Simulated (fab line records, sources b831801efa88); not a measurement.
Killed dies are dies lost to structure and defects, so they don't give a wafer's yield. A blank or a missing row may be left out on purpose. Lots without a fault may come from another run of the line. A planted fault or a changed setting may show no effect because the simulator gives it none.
Which tool did it? | flow sky130 | 24 lots, 72 wafers sampled, at 5 steps of a route of 708

WHAT THE GAUGES READ, wafer by wafer
SKY_METAL5_THK_MEAS_06: measures by xrf.
lot  | measured     | on            | METAL5_ALCU_THK (nm)
L074 | day 43 08:25 | film_metro-01 | 1182 1181 1180
L075 | day 43 11:00 | film_metro-04 | 1175 1203 1195
L076 | day 43 18:18 | film_metro-01 | 1178 1174 1174
L077 | day 44 08:58 | film_metro-01 | 1160 1166 1157
L079 | day 44 17:11 | film_metro-02 | 1166 1166 1162
L078 | day 44 17:50 | film_metro-01 | 1159 1174 1173
L080 | day 44 18:32 | film_metro-02 | 1175 1170 1172
L081 | day 45 18:10 | film_metro-02 | 1164 1174 1158
L083 | day 45 23:26 | film_metro-01 | 1178 1165 1174
L082 | day 46 01:04 | film_metro-02 | 1165 1158 1166
L084 | day 46 03:35 | film_metro-04 | 1173 1167 1172
L085 | day 46 13:14 | film_metro-02 | 1185 1179 1179
L086 | day 46 18:10 | film_metro-02 | 1168 1179 1170
L088 | day 47 10:04 | film_metro-01 | 1167 1168 1175
L087 | day 47 11:14 | film_metro-01 | 1177 1189 1183
L090 | day 47 11:53 | film_metro-04 | 1167 1165 1168
L089 | day 47 12:41 | film_metro-04 | 1174 1167 1160
L091 | day 47 16:49 | film_metro-01 | 1192 1196 1187
L092 | day 47 20:47 | film_metro-04 | 1174 1178 1176
L093 | day 48 04:34 | film_metro-04 | 1169 1173 1182
L094 | day 48 07:16 | film_metro-01 | 1156 1148 1161
L095 | day 48 11:31 | film_metro-02 | 1151 1140 1146
L096 | day 48 18:02 | film_metro-01 | 1184 1193 1202
L097 | day 48 20:28 | film_metro-04 | 1173 1174 1172

WHICH TOOL RAN EACH LOT (tool, then ch and the chambers of the sampled wafers, then the start)
lot  | SKY_METAL4_SPUTTER_00        | SKY_CAP2M_CVD_00                | SKY_METAL5_SPUTTER_01        | SKY_METAL5_SPUTTER_03
L074 | pvd_sputter-03, day 40 04:56 | pecvd-03 ch 0,1, day 40 05:05   | pvd_sputter-01, day 43 08:08 | pvd_sputter-01, day 43 08:13
L075 | pvd_sputter-03, day 40 06:44 | pecvd-02 ch 0,1, day 40 06:53   | pvd_sputter-01, day 43 10:43 | pvd_sputter-01, day 43 10:48
L076 | pvd_sputter-01, day 40 16:13 | pecvd-03 ch 0,2, day 40 16:23   | pvd_sputter-01, day 43 18:02 | pvd_sputter-01, day 43 18:07
L077 | pvd_sputter-03, day 41 07:05 | pecvd-04 ch 0, day 41 07:14     | pvd_sputter-04, day 44 08:40 | pvd_sputter-04, day 44 08:46
L079 | pvd_sputter-01, day 41 16:25 | pecvd-04 ch 0,2, day 41 16:34   | pvd_sputter-03, day 44 16:55 | pvd_sputter-03, day 44 16:59
L078 | pvd_sputter-01, day 41 16:43 | pecvd-03 ch 0,1,2, day 41 16:52 | pvd_sputter-03, day 44 17:34 | pvd_sputter-03, day 44 17:38
L080 | pvd_sputter-02, day 41 17:15 | pecvd-04 ch 0,1, day 41 17:25   | pvd_sputter-01, day 44 18:15 | pvd_sputter-01, day 44 18:19
L081 | pvd_sputter-03, day 42 18:09 | pecvd-02 ch 0,1,2, day 42 18:19 | pvd_sputter-04, day 45 17:53 | pvd_sputter-04, day 45 17:58
L083 | pvd_sputter-03, day 43 00:12 | pecvd-02 ch 1,2, day 43 00:22   | pvd_sputter-04, day 45 23:10 | pvd_sputter-04, day 45 23:15
L082 | pvd_sputter-02, day 43 02:54 | pecvd-04 ch 0,2, day 43 03:04   | pvd_sputter-04, day 46 00:49 | pvd_sputter-04, day 46 00:53
L084 | pvd_sputter-01, day 43 06:50 | pecvd-03 ch 0,1,2, day 43 06:59 | pvd_sputter-01, day 46 03:19 | pvd_sputter-01, day 46 03:24
L085 | pvd_sputter-01, day 43 16:19 | pecvd-03 ch 1,2, day 43 16:29   | pvd_sputter-03, day 46 12:58 | pvd_sputter-03, day 46 13:02
L086 | pvd_sputter-03, day 43 22:02 | pecvd-03 ch 0,2, day 43 22:11   | pvd_sputter-04, day 46 17:55 | pvd_sputter-04, day 46 17:59
L088 | pvd_sputter-02, day 44 14:10 | pecvd-03 ch 0,2, day 44 14:19   | pvd_sputter-01, day 47 09:49 | pvd_sputter-01, day 47 09:53
L087 | pvd_sputter-01, day 44 15:24 | pecvd-02 ch 0,1, day 44 15:34   | pvd_sputter-03, day 47 10:57 | pvd_sputter-03, day 47 11:02
L090 | pvd_sputter-01, day 44 16:26 | pecvd-04 ch 0,1,2, day 44 16:36 | pvd_sputter-01, day 47 11:35 | pvd_sputter-01, day 47 11:40
L089 | pvd_sputter-02, day 44 17:21 | pecvd-02 ch 1,2, day 44 17:31   | pvd_sputter-03, day 47 12:24 | pvd_sputter-03, day 47 12:29
L091 | pvd_sputter-02, day 44 21:41 | pecvd-02 ch 0,1, day 44 21:50   | pvd_sputter-04, day 47 16:31 | pvd_sputter-04, day 47 16:36
L092 | pvd_sputter-02, day 45 01:10 | pecvd-04 ch 0,1,2, day 45 01:19 | pvd_sputter-01, day 47 20:31 | pvd_sputter-01, day 47 20:35
L093 | pvd_sputter-02, day 45 11:17 | pecvd-03 ch 0,1,2, day 45 11:26 | pvd_sputter-04, day 48 04:17 | pvd_sputter-04, day 48 04:22
L094 | pvd_sputter-01, day 45 13:53 | pecvd-02 ch 0,1,2, day 45 14:02 | pvd_sputter-04, day 48 06:59 | pvd_sputter-04, day 48 07:04
L095 | pvd_sputter-01, day 45 18:43 | pecvd-04 ch 0,2, day 45 18:52   | pvd_sputter-03, day 48 11:14 | pvd_sputter-03, day 48 11:19
L096 | pvd_sputter-03, day 46 01:26 | pecvd-04 ch 0,2, day 46 01:35   | pvd_sputter-03, day 48 17:46 | pvd_sputter-03, day 48 17:50
L097 | pvd_sputter-02, day 46 04:56 | pecvd-02 ch 0,1, day 46 05:05   | pvd_sputter-01, day 48 20:12 | pvd_sputter-01, day 48 20:16
- SKY_METAL4_SPUTTER_00: material Ti, target thk 15 nm, time 10 s.
- SKY_CAP2M_CVD_00: deposits SiO2, target thk 15.5 nm.
- SKY_METAL5_SPUTTER_01: material TiN, target thk 20 nm, time 16.7 s.
- SKY_METAL5_SPUTTER_03: material Ti, target thk 5 nm, time 3.3 s.

WHAT THE TOOLS THEMSELVES READ (means of the sampled wafers that have a number; where no wafer has one, the mark that the record gives instead)
SKY_METAL4_SPUTTER_00.
lot  | tool           | chamber_pressure_pa (Pa) | throttle_valve_pct (%)
L074 | pvd_sputter-03 | 0.3994                   | 29.1
L075 | pvd_sputter-03 | 0.4004                   | 29.1
L076 | pvd_sputter-01 | 0.4003                   | 29.5
L077 | pvd_sputter-03 | 0.4006                   | 29.3
L079 | pvd_sputter-01 | 0.4007                   | 29.7
L078 | pvd_sputter-01 | 0.3998                   | 28.9
L080 | pvd_sputter-02 | 0.4002                   | 29.3
L081 | pvd_sputter-03 | 0.4006                   | 29.1
L083 | pvd_sputter-03 | 0.4008                   | 29.7
L082 | pvd_sputter-02 | 0.4008                   | 29.2
L084 | pvd_sputter-01 | 0.4002                   | 30.0
L085 | pvd_sputter-01 | 0.4012                   | 29.1
L086 | pvd_sputter-03 | 0.4007                   | 28.9
L088 | pvd_sputter-02 | 0.4005                   | 29.7
L087 | pvd_sputter-01 | 0.4010                   | 29.2
L090 | pvd_sputter-01 | 0.3997                   | 29.8
L089 | pvd_sputter-02 | 0.3996                   | 28.9
L091 | pvd_sputter-02 | 0.4002                   | 29.0
L092 | pvd_sputter-02 | 0.3998                   | 28.4
L093 | pvd_sputter-02 | 0.4005                   | 29.4
L094 | pvd_sputter-01 | 0.4001                   | 29.8
L095 | pvd_sputter-01 | 0.4007                   | 29.3
L096 | pvd_sputter-03 | 0.4004                   | 29.0
L097 | pvd_sputter-02 | 0.4002                   | 29.1

SKY_CAP2M_CVD_00.
lot  | tool     | heater_power_w (W) | susceptor_temp_C (C)
L074 | pecvd-03 | 618                | 399.92
L075 | pecvd-02 | 687                | 400.14
L076 | pecvd-03 | 678                | 399.93
L077 | pecvd-04 | 760                | 400.11
L079 | pecvd-04 | 651                | 400.16
L078 | pecvd-03 | 711                | 400.06
L080 | pecvd-04 | 800                | 400.07
L081 | pecvd-02 | 733                | 399.94
L083 | pecvd-02 | 693                | 399.87
L082 | pecvd-04 | 651                | 400.02
L084 | pecvd-03 | 710                | 399.97
L085 | pecvd-03 | 719                | 399.95
L086 | pecvd-03 | 710                | 400.08
L088 | pecvd-03 | 753                | 399.93
L087 | pecvd-02 | 703                | 400.20
L090 | pecvd-04 | 682                | 400.12
L089 | pecvd-02 | 685                | 400.06
L091 | pecvd-02 | 722                | 400.23
L092 | pecvd-04 | 634                | 399.70
L093 | pecvd-03 | 645                | 400.08
L094 | pecvd-02 | 755                | 400.05
L095 | pecvd-04 | 568                | 399.66
L096 | pecvd-04 | 732                | 400.05
L097 | pecvd-02 | 749                | 400.07

SKY_METAL5_SPUTTER_01.
lot  | tool           | chamber_pressure_pa (Pa) | throttle_valve_pct (%)
L074 | pvd_sputter-01 | 0.3995                   | 29.6
L075 | pvd_sputter-01 | 0.4001                   | 29.6
L076 | pvd_sputter-01 | 0.3996                   | 28.7
L077 | pvd_sputter-04 | 0.3993                   | 29.8
L079 | pvd_sputter-03 | 0.3993                   | 29.0
L078 | pvd_sputter-03 | 0.4006                   | 29.3
L080 | pvd_sputter-01 | 0.4005                   | 30.3
L081 | pvd_sputter-04 | 0.4000                   | 30.5
L083 | pvd_sputter-04 | 0.4003                   | 31.3
L082 | pvd_sputter-04 | 0.4003                   | 29.5
L084 | pvd_sputter-01 | 0.4002                   | 29.1
L085 | pvd_sputter-03 | 0.3996                   | 29.6
L086 | pvd_sputter-04 | 0.3994                   | 30.3
L088 | pvd_sputter-01 | 0.3995                   | 28.8
L087 | pvd_sputter-03 | 0.3999                   | 29.7
L090 | pvd_sputter-01 | 0.4006                   | 28.6
L089 | pvd_sputter-03 | 0.4003                   | 29.5
L091 | pvd_sputter-04 | 0.3997                   | 30.5
L092 | pvd_sputter-01 | 0.3996                   | 28.6
L093 | pvd_sputter-04 | 0.4002                   | 30.6
L094 | pvd_sputter-04 | 0.3996                   | 30.4
L095 | pvd_sputter-03 | 0.3995                   | 29.7
L096 | pvd_sputter-03 | 0.3994                   | 29.7
L097 | pvd_sputter-01 | 0.4007                   | 29.2

SKY_METAL5_SPUTTER_03.
lot  | tool           | chamber_pressure_pa (Pa) | throttle_valve_pct (%)
L074 | pvd_sputter-01 | 0.4000                   | 29.5
L075 | pvd_sputter-01 | 0.3997                   | 29.7
L076 | pvd_sputter-01 | 0.3998                   | 28.8
L077 | pvd_sputter-04 | 0.4003                   | 29.6
L079 | pvd_sputter-03 | 0.4000                   | 29.0
L078 | pvd_sputter-03 | 0.3999                   | 29.3
L080 | pvd_sputter-01 | 0.4001                   | 30.1
L081 | pvd_sputter-04 | 0.4004                   | 30.7
L083 | pvd_sputter-04 | 0.4001                   | 31.3
L082 | pvd_sputter-04 | 0.4006                   | 29.5
L084 | pvd_sputter-01 | 0.4003                   | 29.0
L085 | pvd_sputter-03 | 0.3999                   | 29.5
L086 | pvd_sputter-04 | 0.4002                   | 30.4
L088 | pvd_sputter-01 | 0.4006                   | 28.8
L087 | pvd_sputter-03 | 0.3997                   | 29.9
L090 | pvd_sputter-01 | 0.3985                   | 28.4
L089 | pvd_sputter-03 | 0.4000                   | 29.3
L091 | pvd_sputter-04 | 0.3999                   | 30.7
L092 | pvd_sputter-01 | 0.4001                   | 28.6
L093 | pvd_sputter-04 | 0.4007                   | 30.5
L094 | pvd_sputter-04 | 0.4000                   | 30.4
L095 | pvd_sputter-03 | 0.3991                   | 29.8
L096 | pvd_sputter-03 | 0.4004                   | 29.6
L097 | pvd_sputter-01 | 0.4002                   | 29.2

THE ANSWER, worked out from the rows above alone
Rule: what is usual is taken from the lots themselves. Put in order of their means at a reading, lots are off if they are a third of the lots or fewer, leave a main group of 4 or more, and stand apart from it by a gap of 3 or more times the standard deviation of the main group's means; of several such gaps the widest counts. A main group whose means are all the same, to the digits that the tables above print for the reading, isn't used. A lot without any number at a reading at which 4 lots or more have one is off too. The other lots that the step has rows for count as sound. The gauges are gone through in route order, then the tools' own readings, and for those a lot's mean is taken as printed above. The first step at which some lot is off is used, and at that step the reading that is off furthest; a lot without a number counts as furthest.
No lot is off at any reading shown: from this, nothing can be told.

WHAT THE SIMULATOR HAD PUT IN
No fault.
